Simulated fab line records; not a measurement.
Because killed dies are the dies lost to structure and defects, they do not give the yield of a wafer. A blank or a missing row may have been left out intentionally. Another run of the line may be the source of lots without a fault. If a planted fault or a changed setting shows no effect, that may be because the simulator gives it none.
One fault through the eyes of 2 desks / flow gf180mcu / each desk holds nothing but its own numbers, with what lay behind them at the end

## AT THE METROLOGY DESK
Lot by lot, what the gauges showed, no matter which tool ran the lot: averages of those sampled wafers that carry a number. Marked OUT: a lot whose mean sits more than 4 standard deviations from the usual mean, which makes it out of limits; the brackets give that distance.
Columns: A = M4_OVL at GF_M4_OVL_MEAS_15, usual 0 nm; B = cdNm at GF_V4_CD_MEAS_14, usual 260.2 nm; C = V4_OVL at GF_V4_OVL_MEAS_15, usual 0 nm
lot=L594; first seen here=day 23 09:12; A=-1; B=259.8; C=-2
lot=L595; first seen here=day 23 18:44; A=-10; B=261.5; C=5
lot=L596; first seen here=day 24 08:39; A=-4; B=259.9; C=1
lot=L599; first seen here=day 25 12:03; A=3; B=261.9; C=6
lot=L600; first seen here=day 25 21:07; A=-4; B=259.1; C=3
lot=L601; first seen here=day 26 02:07; A=3; B=262.1; C=4
lot=L604; first seen here=day 26 22:41; A=-0; B=259.9; C=-1
lot=L606; first seen here=day 27 19:06; A=-0; B=266.7 (+5.4) OUT; C=-5
lot=L607; first seen here=day 27 21:55; A=-2; B=268.7 (+7.1) OUT; C=1
lot=L608; first seen here=day 28 02:45; A=5; B=259.3; C=-1
lot=L610; first seen here=day 28 18:34; A=4; B=260.1; C=-1
lot=L616; first seen here=day 30 03:58; A=-11; B=260.4; C=3
lot=L617; first seen here=day 30 14:05; A=3; B=261.7; C=5
This desk's finding: out of limits on L606, L607; first on L606, day 28 15:41 (cdNm at GF_V4_CD_MEAS_14). Within limits: L594, L595, L596, L599, L600, L601, L604, L608, L610, L616, L617.

## TOOL OWNER'S DESK, krfScanner-02
The tool's own readings at GF_V4_EXPOSE_11 (exposes mask Via4, target cd 260 nm): means of the sampled wafers that have a number, for each lot that ran on this tool. Marked OUT: a lot whose mean sits more than 4 standard deviations from the usual mean, which makes it out of limits; the brackets give that distance.
Columns: A = exposureDoseMJCm2 at GF_V4_EXPOSE_11, usual 38.01
lot=L596; first seen here=day 24 21:16; A=38.01
lot=L601; first seen here=day 26 14:01; A=38.02
lot=L604; first seen here=day 27 10:37; A=37.99
lot=L606; first seen here=day 28 06:15; A=39.91 (+51) OUT
lot=L607; first seen here=day 28 09:18; A=39.94 (+52) OUT
This desk's finding: out of limits on L606, L607; first on L606, day 28 06:15 (exposureDoseMJCm2 at GF_V4_EXPOSE_11). Within limits: L596, L601, L604.

## TAKEN TOGETHER
The tool owner's desk had the chance to raise an alarm at day 28 06:15 on L606, L607.
An alarm was possible from the metrology desk at day 28 15:41, on L606, L607.
Every lot named ran GF_V4_EXPOSE_11 on krfScanner-02.

## WHAT HAD BEEN PUT IN BY THE SIMULATOR
Process parameters drifting: krfScanner-02 at GF_V4_EXPOSE_11, beginning at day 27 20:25. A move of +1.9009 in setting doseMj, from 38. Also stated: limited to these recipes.
Struck lots among those shown: L606, L607.
Hours from the fault's start to each desk's first reading out of limits: the tool owner's desk, 10; the metrology desk, 19.
